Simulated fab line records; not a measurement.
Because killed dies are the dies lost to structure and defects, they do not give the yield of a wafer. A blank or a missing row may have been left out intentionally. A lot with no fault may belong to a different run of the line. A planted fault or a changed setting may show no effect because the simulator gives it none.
A lot that was struck, set against a sound lot :: flow gf180mcu :: 16 out of 602 route steps
Sound: wafers L371.2, L371.4, L371.6. Struck: wafer L384.4. (L384.1 of the same lot was not struck and is left out.) The cause comes at the end.
For every step that has rows: the tool of each side, followed by ch and its chambers, followed by its first start. Under that, the readings that differ: sound wafers :: struck wafers :: difference of the means :: sigmas: that difference in standard deviations of wafers without a fault.
alike: a reading whose means differ by less than 2 such deviations, as well as words and numbers matching on both sides. not compared: withheld readings; readings where some wafer has no value; bounds like >300 that might hide an equal value; numbers whose values overlap and for which the record gives no deviation.
A row with sigmas, a row that says differs or no value, or rows on one side alone: a step with any of these is where the two part. Non-overlapping numbers with no deviation appear without sigmas and do not part them. A reading that every wafer of one side lacks parts them only if that side has two wafers or more.

GF_MIM_STRIP_20: strips in O2/N2.
  sound on plasmaAsher-04 ch 0,1, day 27 23:20; struck on plasmaAsher-01 ch 0, day 31 06:41
  alike: drypumpMotorCurrentA, heaterPowerW, oesProductAu, stripTimeToEndpointS
  not compared: rfHoursCounterH
then, 9 steps without rows for these wafers: GF_MIM_STRIP_21 (strips in post etch residue remover, time 1200 s); GF_MIM_CLEAN_22 (cleans in DIW); GF_M5_DEHYDRATE_00 (time 60 s); GF_M5_HMDS_01 (prime time 60 s); GF_M5_COAT_02 (resist thk 1000 nm); GF_M5_SOFTBAKE_03 (time 60 s); GF_M5_EXPOSE_04 (exposes mask Metal5, target cd 280 nm); GF_M5_PEB_05 (peb time 90 s); GF_M5_DEVELOP_06 (develop time 60 s).
GF_M5_CD_MEAS_07: target cd 280 nm.
  sound: cdSem-02 at day 28 19:20; struck: cdSem-02 at day 32 00:23
  alike: cdNm
GF_M5_OVL_MEAS_08:
  sound: overlay-02 at day 28 19:26; struck: overlay-01 at day 32 00:31
  alike: M5_OVL
GF_M5_ETCH_09: etches Si3N4 in CF4/O2, target depth 52 nm, time 11.6 s.
  sound on rieDiel-01 ch 0,2, day 28 19:28; struck on rieDiel-02 ch 2, day 32 00:33
reading: oesProductAu (a.u.)
sound: 0.976 0.984 0.986
struck: 0.746
difference: -0.236
sigmas: -27

reading: throttleValvePct (%)
sound: 5.961 5.965 5.971
struck: 5.900
difference: -0.066
sigmas: -8

reading: model.etch.depthNm (nm)
sound: 50.32 50.61 50.52
struck: 31.08
difference: -19.40
sigmas: 

reading: model.KrF_of_M5_COAT_02.thkNm (nm)
sound: 943.4 944.1 943.1
struck: 966.2
difference: +22.7
sigmas: 
  alike: drypumpMotorCurrentA
  not compared: rfHoursCounterH
GF_M5_METAL_ETCH_10: etches the open film in Cl2/BCl3, stops on SiO2, target depth 750.8 nm, time 125.1 s.
  sound on rieMetal-03 ch 0,1, day 28 19:30; struck on rieMetal-03 ch 0, day 32 00:34
reading: model.KrF_of_M5_COAT_02.thkNm (nm)
sound: 640.2 642.6 636.1
struck: 658.3
difference: +18.7
sigmas: 
  alike: drypumpMotorCurrentA, oesProductAu, throttleValvePct
  not compared: rfHoursCounterH
GF_M5_STRIP_11: strips in O2/N2.
  sound on plasmaAsher-02 ch 0,1, day 28 19:37; struck on plasmaAsher-04 ch 1, day 32 00:50
reading: drypumpMotorCurrentA (A)
sound: 6.5 6.0 6.0
struck: 5.1
difference: -1.1
sigmas: -2

reading: oesProductAu (a.u.)
sound: 0.526 0.525 0.517
struck: 0.534
difference: +0.011
sigmas: +2

reading: stripTimeToEndpointS (s)
sound: 6.93 6.97 6.92
struck: 7.13
difference: +0.19
sigmas: +4
  alike: heaterPowerW
  not compared: rfHoursCounterH
next, for these wafers, 1 step has no rows: GF_PASSIVATION_PROBE_99.

## WHERE THEY PART
Earliest at GF_M5_ETCH_09; latest, in this record, at GF_M5_STRIP_11.

WHY: what had been put in by the simulator
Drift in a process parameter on rieDiel-02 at GF_M5_ETCH_09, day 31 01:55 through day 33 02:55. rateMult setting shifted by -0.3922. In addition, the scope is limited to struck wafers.
